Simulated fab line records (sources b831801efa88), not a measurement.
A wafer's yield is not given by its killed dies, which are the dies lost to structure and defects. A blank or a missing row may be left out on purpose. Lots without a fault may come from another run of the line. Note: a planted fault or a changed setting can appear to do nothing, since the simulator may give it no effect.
A single fault, viewed from 2 desks	flow gf180mcu	only its own numbers are on each desk; what lay behind them is given at the end

FROM THE METROLOGY DESK
Means of the sampled wafers that have a number, per lot and without regard to the tool the lot ran on: this is what the gauges read. A lot is out of limits, marked OUT, if its mean lies more than 4 standard deviations from the usual mean; the brackets give that distance.
Columns: A = cd-nm at GF_HV_LDD_CD_MEAS_31, usual 399.9 nm; B = NSD_OVL at GF_NSD_OVL_MEAS_08, usual 0.9 nm; C = SAB_CVD_00_THK at GF_SAB_THK_MEAS_01, usual 50.3 nm
lot	first seen here	A	B	C
L735	day 12 05:16	398.8	1.5	50.4
L736	day 12 08:13	396.2	1.4	50.0
L737	day 12 18:33	401.5	1.0	50.7
L739	day 13 07:55	401.3	2.6	51.0
L743	day 14 14:13	401.7	-1.0	50.0
L745	day 15 04:58	399.8	0.5	50.0
L746	day 15 10:28	397.5	-0.1	34.7 (-21) OUT
L748	day 16 02:37	400.4	1.6	49.9
L749	day 16 08:44	403.5	0.3	35.8 (-19) OUT
L750	day 16 16:08	401.1	-0.3	49.7
L754	day 18 01:25	399.5	2.3	50.0
L755	day 18 08:13	398.4	2.1	49.5
L756	day 18 16:05	400.1	-0.8	50.7
L757	day 19 01:52	397.7	1.3	50.3
Per this desk, out of limits: L746, L749; the first was L746, day 18 11:13 (SAB_CVD_00_THK at GF_SAB_THK_MEAS_01). In limits: L735, L736, L737, L739, L743, L745, L748, L750, L754, L755, L756, L757.

AT THE TOOL OWNER'S DESK: pecvd-04
The tool's own readings at GF_SAB_CVD_00 (deposits SiO2 from TEOS, target thk 50 nm, time 4.9302 s): means of the sampled wafers that have a number, for each lot that ran on this tool. A lot is out of limits, marked OUT, if its mean lies more than 4 standard deviations from the usual mean; the brackets give that distance.
Columns: A = heater-power-w at GF_SAB_CVD_00, usual 689 W; B = susceptor-temp-C at GF_SAB_CVD_00, usual 399.97 C
lot	first seen here	A	B
L745	day 18 06:23	628	399.95
L746	day 18 11:12	646	399.94
L749	day 19 12:10	649	400.17
L756	day 21 20:46	586	400.04
This desk found nothing out of limits on any of the 4 lots.

TAKEN TOGETHER
At day 18 11:13 the metrology desk could have sounded an alarm, on L746, L749.
The desk of the tool owner found nothing out of limits.
Tool owner's desk: L746, L749 on record, inside its limits.
Of the lots named, all ran GF_SAB_CVD_00 on pecvd-04.

WHAT THE SIMULATOR PUT IN
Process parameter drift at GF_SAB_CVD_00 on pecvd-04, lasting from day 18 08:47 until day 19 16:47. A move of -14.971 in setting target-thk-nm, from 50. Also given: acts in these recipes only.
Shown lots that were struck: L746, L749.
Per desk, hours elapsed from the start of the fault to the first reading out of limits: for the metrology desk, 2.
